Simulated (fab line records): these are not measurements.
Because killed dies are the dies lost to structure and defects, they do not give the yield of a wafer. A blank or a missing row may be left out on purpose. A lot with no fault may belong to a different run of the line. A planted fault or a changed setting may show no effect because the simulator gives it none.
fab line records	flow sky130
record lots=6	wafers=18	last-day=50
route steps=708 shown METAL2@483
lots that met no fault: taken from a fault-free run of the same line
start-h: start of the lot's first displayed wafer, in hours after the record's first day	wait-h: time in hours since the lot's previous step	" as in the row above	L1.1+2: one row covering several wafers at once	- value missing, or start not given	* or withheld: withheld	< > ~ a bound
route shown NAME@n: a module of which the file shows steps, and the number in the route of the first	usual: mean/standard deviation taken from wafers without a fault	same: alike in all rows	chamber/n: place in a boat	sites: readings site by site	_std_site: standard deviation across them	_edge_site: mean of outer sites minus mean of inner sites	radius-mm: for every site, how far away it sits from the centre of the wafer	mask NAME#n: copy n	behind: tool/chamber where the wafer was last shaped	hold: why the lot went on hold/how many hours it stayed there/how the hold came to an end	device: names the non-switching transistor (n, p or np)	end of line: tests of these same wafers at the route's end	a step given without rows: its recipe and nothing more	killed: dies that structure and defects cost at the first sort, which is not the same as the wafer's yield	map: dies across one wafer; x = killed, . = not, _ = none there
set.NAME: the setting that was run; set.NAME@STEP: the one run at that earlier step	model.NAME: the simulator's own value behind a step, which no gauge read
a table for each step, a row for each wafer; lots at some steps of the route
services: from which hour (start-h, from the record's first day; less than 0 if before it) a tool's chamber was out of use, for how many hours, and why
## steps
# step SKY_METAL2_SPUTTER_00
# recipe material=Ti	target-thk-nm=15	power-w=3000	time-s=10	chamber-pressure-pa=0.4
# usual throttle-valve-pct=30.0/1.4
lot.wafer	tool	chamber	start-h	wait-h	throttle-valve-pct
L700.3	pvd-sputter-02	-	844.74	0.2	29.7
L700.4	"	-	"	"	28.9
L700.6	"	-	"	"	32.6
L702.1	pvd-sputter-01	-	854.92	0.2	30.4
L702.3	"	-	"	"	31.3
L702.5	"	-	"	"	30.6
L710.1	pvd-sputter-02	-	912.07	0.2	29.0
L710.3	"	-	"	"	32.6
L710.6	"	-	"	"	29.7
L715.2	pvd-sputter-03	-	954.64	0.2	31.5
L715.4	"	-	"	"	29.4
L715.5	"	-	"	"	31.4
L716.3	pvd-sputter-03	-	963.30	0.2	29.9
L716.5	"	-	"	"	29.8
L716.6	"	-	"	"	28.8
L717.3	pvd-sputter-03	-	975.32	0.2	30.3
L717.5	"	-	"	"	28.6
L717.6	"	-	"	"	29.5
# step SKY_METAL2_SPUTTER_01
# recipe material=TiN	target-thk-nm=20	power-w=6500	time-s=16.7	chamber-pressure-pa=0.4
# usual throttle-valve-pct=30.0/1.5
lot.wafer	tool	chamber	start-h	wait-h	throttle-valve-pct
L700.3	pvd-sputter-02	-	844.76	0.0	29.7
L700.4	"	-	"	"	29.1
L700.6	"	-	"	"	32.9
L702.1	pvd-sputter-01	-	854.94	0.0	30.8
L702.3	"	-	"	"	31.4
L702.5	"	-	"	"	30.5
L710.1	pvd-sputter-02	-	912.09	0.0	29.0
L710.3	"	-	"	"	32.8
L710.6	"	-	"	"	29.5
L715.2	pvd-sputter-03	-	954.66	0.0	31.2
L715.4	"	-	"	"	29.5
L715.5	"	-	"	"	31.4
L716.3	pvd-sputter-03	-	963.32	0.0	30.2
L716.5	"	-	"	"	29.8
L716.6	"	-	"	"	28.8
L717.3	pvd-sputter-03	-	975.35	0.0	30.2
L717.5	"	-	"	"	28.8
L717.6	"	-	"	"	29.4
# step SKY_METAL2_SPUTTER_02
# recipe material=AlCu	target-thk-nm=250	power-w=10600	time-s=13.3	chamber-pressure-pa=0.4
# usual throttle-valve-pct=30.0/1.4
lot.wafer	tool	chamber	start-h	wait-h	throttle-valve-pct
L700.3	pvd-sputter-02	-	844.78	0.0	29.7
L700.4	"	-	"	"	29.1
L700.6	"	-	"	"	32.8
L702.1	pvd-sputter-01	-	854.96	0.0	30.4
L702.3	"	-	"	"	31.3
L702.5	"	-	"	"	30.7
L710.1	pvd-sputter-02	-	912.12	0.0	29.0
L710.3	"	-	"	"	32.7
L710.6	"	-	"	"	30.1
L715.2	pvd-sputter-03	-	954.69	0.0	31.3
L715.4	"	-	"	"	29.5
L715.5	"	-	"	"	31.6
L716.3	pvd-sputter-03	-	963.35	0.0	29.8
L716.5	"	-	"	"	30.2
L716.6	"	-	"	"	28.5
L717.3	pvd-sputter-03	-	975.37	0.0	30.2
L717.5	"	-	"	"	28.6
L717.6	"	-	"	"	29.5
# step SKY_METAL2_SPUTTER_03
# recipe material=Ti	target-thk-nm=5	power-w=3000	time-s=3.3	chamber-pressure-pa=0.4
# usual throttle-valve-pct=29.9/1.4
lot.wafer	tool	chamber	start-h	wait-h	throttle-valve-pct
L700.3	pvd-sputter-02	-	844.81	0.0	29.7
L700.4	"	-	"	"	28.9
L700.6	"	-	"	"	32.7
L702.1	pvd-sputter-01	-	854.99	0.0	30.3
L702.3	"	-	"	"	31.4
L702.5	"	-	"	"	30.4
L710.1	pvd-sputter-02	-	912.14	0.0	28.8
L710.3	"	-	"	"	32.5
L710.6	"	-	"	"	29.7
L715.2	pvd-sputter-03	-	954.71	0.0	31.4
L715.4	"	-	"	"	29.6
L715.5	"	-	"	"	31.0
L716.3	pvd-sputter-03	-	963.37	0.0	29.8
L716.5	"	-	"	"	29.6
L716.6	"	-	"	"	28.7
L717.3	pvd-sputter-03	-	975.40	0.0	30.1
L717.5	"	-	"	"	28.8
L717.6	"	-	"	"	29.5
# step SKY_METAL2_SPUTTER_04
# recipe material=TiN	target-thk-nm=70	power-w=6500	time-s=58.3	chamber-pressure-pa=0.4
# usual throttle-valve-pct=29.9/1.4
lot.wafer	tool	chamber	start-h	wait-h	throttle-valve-pct
L700.3	pvd-sputter-02	-	844.83	0.0	29.8
L700.4	"	-	"	"	29.3
L700.6	"	-	"	"	32.6
L702.1	pvd-sputter-01	-	855.01	0.0	30.5
L702.3	"	-	"	"	31.2
L702.5	"	-	"	"	30.5
L710.1	pvd-sputter-02	-	912.16	0.0	28.9
L710.3	"	-	"	"	32.5
L710.6	"	-	"	"	29.5
L715.2	pvd-sputter-03	-	954.73	0.0	31.5
L715.4	"	-	"	"	29.3
L715.5	"	-	"	"	31.5
L716.3	pvd-sputter-03	-	963.39	0.0	29.8
L716.5	"	-	"	"	30.2
L716.6	"	-	"	"	28.8
L717.3	pvd-sputter-03	-	975.42	0.0	29.7
L717.5	"	-	"	"	29.1
L717.6	"	-	"	"	29.3
# step SKY_METAL2_RS_MEAS_05
# recipe thk-meas-gauge=four-point-probe	reads=TiN_of_METAL2_SPUTTER_04+Ti_of_METAL2_SPUTTER_03+AlCu_of_METAL2_SPUTTER_02+TiN_of_METAL2_SPUTTER_01+Ti_of_METAL2_SPUTTER_00
# usual METAL2_ALCU_RS=0.1268/0.0013
lot.wafer	tool	chamber	start-h	wait-h	METAL2_ALCU_RS[ohm/sq]
L700.3	film-metro-02	-	844.92	0.1	0.1262
L700.4	"	-	"	"	0.1267
L700.6	"	-	"	"	0.1263
L702.1	film-metro-04	-	855.06	0.0	0.1268
L702.3	"	-	"	"	0.1263
L702.5	"	-	"	"	0.1262
L710.1	film-metro-02	-	912.21	0.0	0.1254
L710.3	"	-	"	"	0.1263
L710.6	"	-	"	"	0.1258
L715.2	film-metro-04	-	954.80	0.0	0.1293
L715.4	"	-	"	"	0.1261
L715.5	"	-	"	"	0.1286
L716.3	film-metro-01	-	963.48	0.1	0.1278
L716.5	"	-	"	"	0.1274
L716.6	"	-	"	"	0.1271
L717.3	film-metro-01	-	975.50	0.1	0.1284
L717.5	"	-	"	"	0.1263
L717.6	"	-	"	"	0.1271
# step SKY_METAL2_THK_MEAS_06
# recipe thk-meas-gauge=xrf	reads=AlCu_of_METAL2_SPUTTER_02
# usual METAL2_ALCU_THK=253.5/2.8
lot.wafer	tool	chamber	start-h	wait-h	METAL2_ALCU_THK[nm]
L700.3	film-metro-02	-	845.02	0.1	254.0
L700.4	"	-	"	"	252.0
L700.6	"	-	"	"	252.9
L702.1	film-metro-04	-	855.18	0.1	251.3
L702.3	"	-	"	"	254.3
L702.5	"	-	"	"	254.0
L710.1	film-metro-02	-	912.33	0.1	256.1
L710.3	"	-	"	"	252.7
L710.6	"	-	"	"	254.5
L715.2	film-metro-04	-	954.91	0.1	247.3
L715.4	"	-	"	"	253.3
L715.5	"	-	"	"	246.6
L716.3	film-metro-01	-	963.58	0.1	251.9
L716.5	"	-	"	"	251.8
L716.6	"	-	"	"	253.4
L717.3	film-metro-01	-	975.60	0.1	250.5
L717.5	"	-	"	"	255.2
L717.6	"	-	"	"	253.7
# step SKY_METAL2_DEHYDRATE_07
# recipe temp-c=200	time-s=60
# step SKY_METAL2_HMDS_08
# recipe prime-time-s=60	prime-temp-c=120
# step SKY_METAL2_COAT_09
# recipe resist=BARC	temp-c=withheld	time-s=withheld	spin-rpm=3000	resist-thk-nm=60
# step SKY_METAL2_COAT_10
# recipe resist=KrF-thick	spin-rpm=3000	resist-thk-nm=450
# step SKY_METAL2_SOFTBAKE_11
# recipe temp-c=100	time-s=90	resist=KrF-thick
# step SKY_METAL2_EXPOSE_12
# recipe mask-id=MM2	na=0.8	source-shape=annular	sigma-inner=0.55	sigma-outer=0.85	target-cd-nm=140	dose-mj=28
# usual exposure-dose-mJ-cm2=27.987/0.028	focus-offset-nm=0.0/0.56	stage-vel-mm-s=500.04/0.22
lot.wafer	tool	chamber	start-h	wait-h	mask	exposure-dose-mJ-cm2	focus-offset-nm	stage-vel-mm-s
L700.3	krf-scanner-01	0	858.19	-	MM2#0	27.973	0.2	500.02
L700.4	"	0	"	"	MM2#0	27.991	0.6	500.07
L700.6	"	0	"	"	MM2#0	28.032	0.1	500.17
L702.1	krf-scanner-01	0	868.10	-	MM2#0	27.988	-0.4	500.31
L702.3	"	0	"	"	MM2#0	28.035	0.5	499.92
L702.5	"	0	"	"	MM2#0	27.994	-0.4	500.09
L710.1	krf-scanner-01	0	924.62	-	MM2#0	27.977	0.5	500.54
L710.3	"	0	"	"	MM2#0	27.994	0.0	500.40
L710.6	"	0	"	"	MM2#0	28.002	-0.3	500.22
L715.2	krf-scanner-02	-	966.61	-	MM2#0	-	-	-
L715.4	"	-	"	"	MM2#0	-	-	-
L715.5	"	-	"	"	MM2#0	-	-	-
L716.3	krf-scanner-02	-	975.61	-	MM2#0	-	-	-
L716.5	"	-	"	"	MM2#0	-	-	-
L716.6	"	-	"	"	MM2#0	-	-	-
L717.3	krf-scanner-02	0	987.58	-	MM2#0	27.965	0.8	499.86
L717.5	"	0	"	"	MM2#0	27.956	0.1	500.06
L717.6	"	0	"	"	MM2#0	27.943	0.1	499.69
# step SKY_METAL2_PEB_13
# recipe peb-temp-c=withheld	peb-time-s=withheld	resist=KrF-thick
## services
tool	chamber	start-h	hours	kind
krf-scanner-01	-	822.77	1.0	pm
krf-scanner-01	-	823.77	1.3	pm
pvd-sputter-02	-	833.84	10.5	repair
krf-scanner-02	-	840.37	15.5	repair
krf-scanner-02	-	859.19	1.0	pm
krf-scanner-02	0	866.57	-	calibration
pvd-sputter-02	-	870.29	1.8	repair
krf-scanner-01	0	892.50	-	calibration
krf-scanner-02	-	902.55	0.9	repair
pvd-sputter-01	-	912.00	10.4	repair
krf-scanner-02	-	917.79	1.3	pm
krf-scanner-02	-	922.61	0.8	pm
krf-scanner-01	-	930.59	75.9	repair
krf-scanner-01	-	940.88	5.4	repair
pvd-sputter-03	-	948.65	3.2	repair
krf-scanner-01	-	961.14	0.3	repair
## key
first-sign step=SKY_METAL2_EXPOSE_12	reading=tool-record	direction=missing
effect none on later readings
met-at SKY_METAL2_EXPOSE_12
struck-wafers L715.2,L715.4,L715.5,L716.3,L716.5,L716.6
later-rows-left-out L715.2,L715.4,L715.5,L716.3,L716.5,L716.6
sort-left-out L715.2,L715.4,L715.5,L716.3,L716.5,L716.6
fault kind=skipped-step-whole	tool=krf-scanner-02	chamber=-	onset-h=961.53	steps=SKY_METAL2_EXPOSE_12	scope=struck-lots-only
# sort-left-out: the simulated sort isn't trusted on such a fault, so these wafers' sort isn't shown, and their yield isn't known
# later-rows-left-out: the simulator's readings of these wafers behind a module that went badly wrong aren't trusted and aren't shown, but for the sort
